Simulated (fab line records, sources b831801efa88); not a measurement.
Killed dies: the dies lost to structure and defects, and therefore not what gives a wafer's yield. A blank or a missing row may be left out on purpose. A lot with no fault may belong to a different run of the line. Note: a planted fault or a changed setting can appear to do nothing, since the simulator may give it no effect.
The tool behind it: which one? + flow gf180mcu + 21 wafers from 7 lots sampled at 3 of the route's 602 steps

WHAT EACH GAUGE READ, for each wafer
GF_TOP_METAL_THK_MEAS_06: measures by xrf.
| lot  | measured     | on            | TOP_METAL_ALCU_THK (nm) |
|------|--------------|---------------|-------------------------|
| L570 | day 27 14:52 | film metro-04 | 906 909 903             |
| L573 | day 28 14:58 | film metro-04 | 907 910 915             |
| L576 | day 29 14:59 | film metro-02 | 911 915 906             |
| L579 | day 30 12:53 | film metro-02 | 922 914 922             |
| L582 | day 31 01:04 | film metro-04 | 927 922 917             |
| L585 | day 32 00:07 | film metro-03 | 895 902 906             |
| L588 | day 32 17:35 | film metro-02 | 911 918 911             |

EACH LOT AND THE TOOL THAT RAN IT (in order: tool; ch and the chambers of the sampled wafers; start)
| lot  | GF_VT_IMPLANT_STRIP_31               | GF_V5_CVD_23                  |
|------|--------------------------------------|-------------------------------|
| L570 | plasma asher-02 ch 0,1, day 7 01:51  | cvd w-01 ch 0,1, day 27 13:56 |
| L573 | plasma asher-02 ch 0,1, day 8 00:11  | cvd w-01 ch 0,1, day 28 14:02 |
| L576 | plasma asher-01 ch 0, day 8 20:30    | cvd w-02 ch 0,1, day 29 14:03 |
| L579 | plasma asher-02 ch 0,1, day 9 18:03  | cvd w-01 ch 0,1, day 30 11:58 |
| L582 | plasma asher-03 ch 0,1, day 10 08:48 | cvd w-02 ch 0,1, day 31 00:09 |
| L585 | plasma asher-03 ch 0,1, day 11 05:58 | cvd w-01 ch 0,1, day 31 23:10 |
| L588 | plasma asher-02 ch 0,1, day 12 02:10 | cvd w-02 ch 0,1, day 32 16:25 |
- GF_VT_IMPLANT_STRIP_31: strips in O2/N2.
- GF_V5_CVD_23: deposits W, target thk 350 nm, time 104.9 s.

THE ANSWER, worked out from the rows above alone
Rule: what is usual is taken from the lots themselves. Put in order of their means at a reading, lots are off if they are a third of the lots or fewer, leave a main group of 4 or more, and stand apart from it by a gap of 3 or more times the standard deviation of the main group's means; of several such gaps the widest counts. The tables above print the reading to a certain number of digits; a main group whose means all agree to those digits is not used. A lot without any number at a reading at which 4 lots or more have one is off too. Where the step has rows for the other lots, those lots are counted as sound.
No lot is off on any of the readings shown, so nothing can be concluded from this.

WHAT WAS PUT IN BY THE SIMULATOR
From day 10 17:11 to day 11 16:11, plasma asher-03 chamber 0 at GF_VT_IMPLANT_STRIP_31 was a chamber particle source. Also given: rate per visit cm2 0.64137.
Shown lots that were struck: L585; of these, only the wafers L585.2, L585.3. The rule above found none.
